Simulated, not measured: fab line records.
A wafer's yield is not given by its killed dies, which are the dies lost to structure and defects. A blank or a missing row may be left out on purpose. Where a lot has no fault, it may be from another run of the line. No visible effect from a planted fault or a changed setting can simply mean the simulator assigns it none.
Which tool was responsible?	flow gf180mcu	Sampling: 10 lots, 30 wafers, 6 of 602 route steps

== WHAT THE GAUGES SHOWED, per wafer ==
GF_M4_CD_MEAS_14 targets a cd of 280 nm. Usual: 280.3 nm for cd nm, sd 1.1.
lot	measured	on	cd nm (nm)	flag
L628	day 24 01:09	cd sem-01	281.1 281.1 280.1	
L631	day 25 05:13	cd sem-02	279.3 278.7 279.3	
L633	day 25 18:08	cd sem-01	281.2 281.9 279.9	
L634	day 26 00:18	cd sem-02	280.3 279.4 280.9	
L635	day 26 10:34	cd sem-01	280.7 280.6 281.2	
L636	day 26 18:38	cd sem-02	279.8 281.3 281.8	
L640	day 28 02:27	cd sem-02	280.1 281.5 279.4	
L643	day 28 23:45	cd sem-01	281.8 281.3 282.3	
L646	day 29 15:59	cd sem-02	280.0 278.7 279.5	
L651	day 30 22:18	cd sem-02	282.8 282.0 281.7	

GF_V4_BOW_MEAS_05. Usual: V4_BOW gives 135 um (standard deviation 10).
lot	measured	on	V4_BOW (um)	flag
L628	day 24 02:37	film metro-02	129 130 129	
L631	day 25 06:36	film metro-02	142 136 142	
L633	day 25 19:32	film metro-02	146 139 160	
L634	day 26 01:43	film metro-03	134 134 134	
L635	day 26 11:56	film metro-03	146 139 141	
L636	day 26 20:01	film metro-03	135 142 137	
L640	day 28 03:58	film metro-02	137 148 135	
L643	day 29 01:11	film metro-03	145 141 144	
L646	day 29 17:22	film metro-02	122 120 113	
L651	day 30 23:43	film metro-03	131 136 142	

GF_MIM_RS_MEAS_10: a four-point-probe measurement. Usual: MIM_ALCU_RS gives 0.1598 ohm/sq (standard deviation 0.0018).
lot	measured	on	MIM_ALCU_RS (ohm/sq)	flag
L628	day 25 02:46	film metro-04	0.1586 0.1586 0.1580	
L631	day 26 06:10	film metro-03	0.1574 0.1578 0.1588	
L633	day 26 18:25	film metro-03	0.1591 0.1598 0.1602	
L634	day 26 23:46	film metro-02	0.1644 0.1636 0.1647	
L635	day 27 10:46	film metro-02	0.1611 0.1595 0.1580	
L636	day 27 18:43	film metro-04	0.1606 0.1615 0.1605	
L640	day 29 01:04	film metro-02	0.1601 0.2400 0.2386	OFF
L643	day 29 22:02	film metro-02	0.1603 0.1604 0.1612	
L646	day 30 13:20	film metro-02	0.1587 0.1603 0.1592	
L651	day 31 19:25	film metro-04	0.1615 0.1636 0.1619	

GF_MIM_THK_MEAS_11: measures by xrf. Usual: MIM_ALCU_THK gives 201.0 nm (standard deviation 2.3).
lot	measured	on	MIM_ALCU_THK (nm)	flag
L628	day 25 02:52	film metro-04	203.7 203.1 203.0	
L631	day 26 06:17	film metro-03	203.0 203.9 202.2	
L633	day 26 18:32	film metro-03	200.5 201.4 199.8	
L634	day 26 23:51	film metro-02	195.6 197.0 195.5	
L635	day 27 10:52	film metro-02	199.8 201.0 203.4	
L636	day 27 18:50	film metro-04	200.3 199.8 200.3	
L640	day 29 01:10	film metro-02	199.3 135.6 137.4	OFF
L643	day 29 22:08	film metro-02	199.8 200.4 199.7	
L646	day 30 13:28	film metro-02	202.0 199.7 201.2	
L651	day 31 19:31	film metro-04	199.3 196.8 198.3	

== WHAT TOOL EACH LOT RAN ON (gives the tool, then ch and the chambers of the sampled wafers, and finally the start) ==
lot	GF_M4_STRIP_17	GF_MIM_SPUTTER_08
L628	plasma asher-02 ch 0,1, day 24 01:25	pvd sputter-04, day 25 02:41
L631	plasma asher-01 ch 0,1, day 25 05:28	pvd sputter-02, day 26 06:06
L633	plasma asher-01 ch 0,1, day 25 18:25	pvd sputter-04, day 26 18:21
L634	plasma asher-04 ch 0,1, day 26 00:33	pvd sputter-04, day 26 23:38
L635	plasma asher-04 ch 0,1, day 26 10:49	pvd sputter-02, day 27 10:41
L636	plasma asher-04 ch 0,1, day 26 18:53	pvd sputter-02, day 27 18:38
L640	plasma asher-01 ch 0,1, day 28 02:51	pvd sputter-04, day 29 00:59
L643	plasma asher-01 ch 0,1, day 29 00:01	pvd sputter-02, day 29 21:57
L646	plasma asher-04 ch 0,1, day 29 16:16	pvd sputter-02, day 30 13:17
L651	plasma asher-01 ch 0, day 30 22:34	pvd sputter-03, day 31 19:20
- GF_M4_STRIP_17: strips in O2/N2.
- GF_MIM_SPUTTER_08: material AlCu, target thk 200 nm, time 10.6 s.

== WHAT THE TOOLS THEMSELVES READ (means of the sampled wafers that have a number; where no wafer has one, the mark that the record gives instead) ==
GF_M4_STRIP_17. Usual: drypump motor current A 5.8 A, standard deviation 0.48; heater power w 338 W, standard deviation 54; oes product au 0.537 a.u., standard deviation 0.005; strip time to endpoint s 7.38 s, standard deviation 0.037.
lot	tool	drypump motor current A (A)	heater power w (W)	oes product au (a.u.)	strip time to endpoint s (s)	flag
L628	plasma asher-02	6.4	379	0.537	7.37	
L631	plasma asher-01	5.2	331	0.535	7.40	
L633	plasma asher-01	5.5	381	0.538	7.36	
L634	plasma asher-04	5.8	324	0.534	7.33	
L635	plasma asher-04	5.9	293	0.535	7.39	
L636	plasma asher-04	5.9	290	0.541	7.40	
L640	plasma asher-01	5.2	332	0.540	7.34	
L643	plasma asher-01	5.5	379	0.535	7.34	
L646	plasma asher-04	5.9	299	0.540	7.40	
L651	plasma asher-01	4.9	290	0.536	7.42	

GF_MIM_SPUTTER_08. Usual: cathode dc power W 10600 W, standard deviation 1.8; chamber pressure pa 0.4001 Pa, standard deviation 0.00096; throttle valve pct 30.3 %, standard deviation 1.1.
lot	tool	cathode dc power W (W)	chamber pressure pa (Pa)	throttle valve pct (%)	flag
L628	pvd sputter-04	10598	0.4000	31.0	
L631	pvd sputter-02	10600	0.3997	29.7	
L633	pvd sputter-04	10600	0.4001	31.1	
L634	pvd sputter-04	10600	0.3999	30.5	
L635	pvd sputter-02	10601	0.3996	29.8	
L636	pvd sputter-02	10600	0.4003	29.0	
L640	pvd sputter-04	10599	0.3993	30.4	
L643	pvd sputter-02	10601	0.4007	29.7	
L646	pvd sputter-02	10600	0.4004	30.4	
L651	pvd sputter-03	10601	0.4009	31.3	

== THE ANSWER, worked out from the rows above alone ==
Rule: take the mean of a lot's wafers that have a number; if it is more than 3 standard deviations from the usual mean, the lot is off. A lot without any number at a reading at which 4 lots or more have one is off too. Any other lot the step has rows for is counted as sound. First the gauges in route order, then the tools' own readings, where a lot's mean is used as printed above. At the first step where some lot is off, the reading lying furthest off is the one used; lots without a number count as furthest.
Off: L640, seen at GF_MIM_RS_MEAS_10 (MIM_ALCU_RS).
If a tool, at a process step before that reading, ran all the lots that are off and no sound lot after the first of them, it fits. Gauges at GF_MIM_RS_MEAS_10: tried the same way as those tools. One fits: GF_MIM_SPUTTER_08 on pvd sputter-04. A fault onset in the window from L634 (day 26 23:38, its last sound lot) to L640 (day 29 00:59, its first lot off) fits.

== WHAT THE SIMULATOR PUT IN ==
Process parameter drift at GF_MIM_SPUTTER_08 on pvd sputter-04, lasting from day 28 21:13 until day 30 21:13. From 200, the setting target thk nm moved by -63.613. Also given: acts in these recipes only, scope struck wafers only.
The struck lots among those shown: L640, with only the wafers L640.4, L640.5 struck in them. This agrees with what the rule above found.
